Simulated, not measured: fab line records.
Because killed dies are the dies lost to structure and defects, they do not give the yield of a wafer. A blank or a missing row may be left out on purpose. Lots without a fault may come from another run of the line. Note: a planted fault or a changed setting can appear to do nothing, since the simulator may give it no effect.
Which of the tools did it? -- flow gf180mcu -- Sampling: 14 lots, 42 wafers, 5 of 602 route steps

WHAT THE GAUGES READ, wafer by wafer
GF_VT_IMPLANT_RS_MEAS_46: uses a four-point probe to measure. Usual: for MVSD_RS the level is 456.8 ohm/sq and the standard deviation is 1.2.
lot,measured,on,MVSD_RS (ohm/sq),flag
L295,day 7 14:38,filmMetro-04,458.4 458.4 457.3,
L296,day 7 19:53,filmMetro-03,455.3 456.7 456.7,
L297,day 8 01:45,filmMetro-03,456.6 455.4 455.4,
L298,day 8 07:54,filmMetro-01,456.7 455.9 454.8,
L299,day 8 16:26,filmMetro-04,459.1 458.2 457.2,
L300,day 9 00:23,filmMetro-01,455.8 456.6 455.3,
L302,day 9 14:11,filmMetro-03,456.4 456.8 456.7,
L304,day 10 05:53,filmMetro-03,455.1 455.3 455.9,
L305,day 10 09:02,filmMetro-04,456.9 455.1 456.7,
L308,day 11 07:34,filmMetro-04,443.7 442.5 443.7,OFF
L309,day 11 11:16,filmMetro-04,445.4 442.3 443.7,OFF
L315,day 13 08:49,filmMetro-04,458.0 457.3 457.3,
L316,day 13 14:29,filmMetro-04,457.7 459.1 458.7,
L317,day 13 19:20,filmMetro-04,457.1 455.9 456.1,

GF_HV_LDD_OVL_MEAS_08. Usual: for HV_LDD_OVL the level is -1.1 nm and the standard deviation is 1.3.
lot,measured,on,HV_LDD_OVL (nm),flag
L295,day 10 02:14,overlay-01,-0.6 -2.7 -0.7,
L296,day 10 07:29,overlay-02,-0.7 -2.4 -2.0,
L297,day 10 14:56,overlay-02,0.9 -0.7 -1.8,
L298,day 10 21:17,overlay-02,0.4 1.0 1.8,
L299,day 11 07:46,overlay-02,0.1 -1.8 0.9,
L300,day 11 14:31,overlay-02,-3.5 -0.8 -3.2,
L302,day 12 05:56,overlay-02,-2.2 -2.8 -2.4,
L304,day 12 23:40,overlay-01,-1.2 -1.0 -0.7,
L305,day 13 02:00,overlay-02,0.4 1.4 1.3,
L308,day 14 04:08,overlay-02,-0.5 -1.6 -2.0,
L309,day 14 06:44,overlay-02,0.3 -0.2 -1.4,
L315,day 16 07:20,overlay-01,-0.6 1.7 -0.5,
L316,day 16 16:07,overlay-02,-2.6 -1.7 -3.5,
L317,day 16 21:35,overlay-01,-0.1 -1.7 0.7,

GF_HV_LDD_CD_MEAS_31: target cd 400 nm. Usual: cdNm reads 399.9 nm (standard deviation 2.3).
lot,measured,on,cdNm (nm),flag
L295,day 11 15:09,cdSem-02,397.4 398.0 398.1,
L296,day 11 21:14,cdSem-02,399.5 396.5 401.1,
L297,day 12 05:43,cdSem-02,398.1 397.8 397.2,
L298,day 12 11:20,cdSem-02,400.2 399.6 398.7,
L299,day 12 22:54,cdSem-02,398.2 399.1 399.4,
L300,day 13 06:17,cdSem-02,401.4 400.5 401.1,
L302,day 13 22:21,cdSem-02,398.1 397.7 396.3,
L304,day 14 16:45,cdSem-01,402.4 400.4 403.1,
L305,day 14 19:53,cdSem-01,398.8 397.6 397.7,
L308,day 15 22:47,cdSem-01,400.7 399.2 399.3,
L309,day 16 01:45,cdSem-01,401.0 401.2 399.9,
L315,day 18 05:29,cdSem-02,403.4 401.3 404.8,
L316,day 18 15:15,cdSem-01,396.8 398.7 396.7,
L317,day 18 20:47,cdSem-02,398.6 398.9 400.4,

GF_M1_RS_MEAS_05: uses a four-point probe to measure. Usual: for M1_ALCU_RS the level is 0.0693 ohm/sq and the standard deviation is 0.00063.
lot,measured,on,M1_ALCU_RS (ohm/sq),flag
L295,day 16 07:07,filmMetro-04,0.0699 0.0696 0.0701,
L296,day 16 14:01,filmMetro-02,0.0692 0.0686 0.0683,
L297,day 17 01:11,filmMetro-02,0.0699 0.0698 0.0707,
L298,day 17 08:10,filmMetro-01,0.0692 0.0694 0.0695,
L299,day 17 19:41,filmMetro-01,0.0688 0.0686 0.0682,
L300,day 18 04:41,filmMetro-02,0.0689 0.0692 0.0686,
L302,day 19 02:39,filmMetro-01,0.0698 0.0694 0.0696,
L304,day 19 22:58,filmMetro-02,0.0690 0.0690 0.0692,
L305,day 20 02:59,filmMetro-02,0.0690 0.0695 0.0696,
L308,day 21 06:24,filmMetro-04,0.0704 0.0702 0.0698,
L309,day 21 09:07,filmMetro-01,0.0691 0.0685 0.0688,
L315,day 23 12:56,filmMetro-01,0.0687 0.0688 0.0690,
L316,day 24 00:22,filmMetro-02,0.0692 0.0695 0.0693,
L317,day 24 04:24,filmMetro-01,0.0689 0.0680 0.0686,

WHICH TOOL RAN EACH LOT (tool, then ch and the chambers of the sampled wafers, then the start)
lot,GF_MVSD_IMPLANT_09
L295,"implanter-03 ch 0, day 4 11:05"
L296,"implanter-01 ch 0, day 4 17:10"
L297,"implanter-01 ch 0, day 4 21:39"
L298,"implanter-03 ch 0, day 5 02:49"
L299,"implanter-01 ch 0, day 5 09:26"
L300,"implanter-02 ch 0, day 5 16:35"
L302,"implanter-01 ch 0, day 6 05:10"
L304,"implanter-02 ch 0, day 6 15:47"
L305,"implanter-03 ch 0, day 6 20:28"
L308,"implanter-02 ch 0, day 7 14:01"
L309,"implanter-02 ch 0, day 7 17:46"
L315,"implanter-03 ch 0, day 9 09:32"
L316,"implanter-01 ch 0, day 9 14:23"
L317,"implanter-01 ch 0, day 9 19:14"
- GF_MVSD_IMPLANT_09

WHAT THE TOOLS THEMSELVES READ (means of the sampled wafers that have a number; where no wafer has one, the mark that the record gives instead)
GF_MVSD_IMPLANT_09. Usual: beamOnS 9.99 s, standard deviation 0.2; endStationPressureTorr 5.01e-06 Torr, standard deviation 2.4e-07; faradayCurrentUA 28.2, standard deviation 0.57.
lot,tool,beamOnS (s),endStationPressureTorr (Torr),faradayCurrentUA,flag
L295,implanter-03,10.02,4.75e-06,28.2,
L296,implanter-01,10.02,5.01e-06,28.2,
L297,implanter-01,9.99,4.78e-06,28.3,
L298,implanter-03,10.03,4.96e-06,28.2,
L299,implanter-01,9.89,4.74e-06,28.4,
L300,implanter-02,9.81,5.10e-06,28.7,
L302,implanter-01,9.92,5.14e-06,28.4,
L304,implanter-02,9.90,5.00e-06,28.5,
L305,implanter-03,10.04,4.99e-06,28.1,
L308,implanter-02,12.03,4.88e-06,23.4,OFF
L309,implanter-02,11.98,4.98e-06,23.6,OFF
L315,implanter-03,10.23,5.14e-06,27.5,
L316,implanter-01,10.04,5.01e-06,28.0,
L317,implanter-01,10.12,5.21e-06,28.0,

THE ANSWER, worked out from the rows above alone
Rule: take the mean of a lot's wafers that have a number; if it is more than 3 standard deviations from the usual mean, the lot is off. Also off: a lot with no number at a reading for which 4 or more lots have one. Any other lot the step has rows for is counted as sound. The gauges are gone through in route order, then the tools' own readings, and for those a lot's mean is taken as printed above. At the first step where some lot is off, the reading lying furthest off is the one used; lots without a number count as furthest.
Off: at GF_VT_IMPLANT_RS_MEAS_46 (MVSD_RS), L308, L309.
A tool fits if, at a process step before that reading, it ran every lot that is off, and no sound lot after the first of them. The gauges at GF_VT_IMPLANT_RS_MEAS_46 aren't tried: what is off there is off at GF_MVSD_IMPLANT_09 too, on other tools, and a gauge's error can't cause that. One fits: implanter-02 at GF_MVSD_IMPLANT_09. Its last sound lot is L304 (day 6 15:47), its first lot that is off L308 (day 7 14:01): a fault that began between those two fits.
The tool's own readings at GF_MVSD_IMPLANT_09 bear it out: on the lots that are off they differ by more than 5 times the standard deviation of the sound lots' means. beamOnS reads 12.00 s there against 10.00 s on the sound lots; faradayCurrentUA reads 23.5 there against 28.2 on the sound lots.

WHAT WAS PUT IN BY THE SIMULATOR
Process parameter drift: implanter-02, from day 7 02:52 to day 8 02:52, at GF_MVSD_IMPLANT_09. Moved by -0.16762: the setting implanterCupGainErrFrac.
Shown lots that were struck: L308, L309. The rule given above showed the same thing.
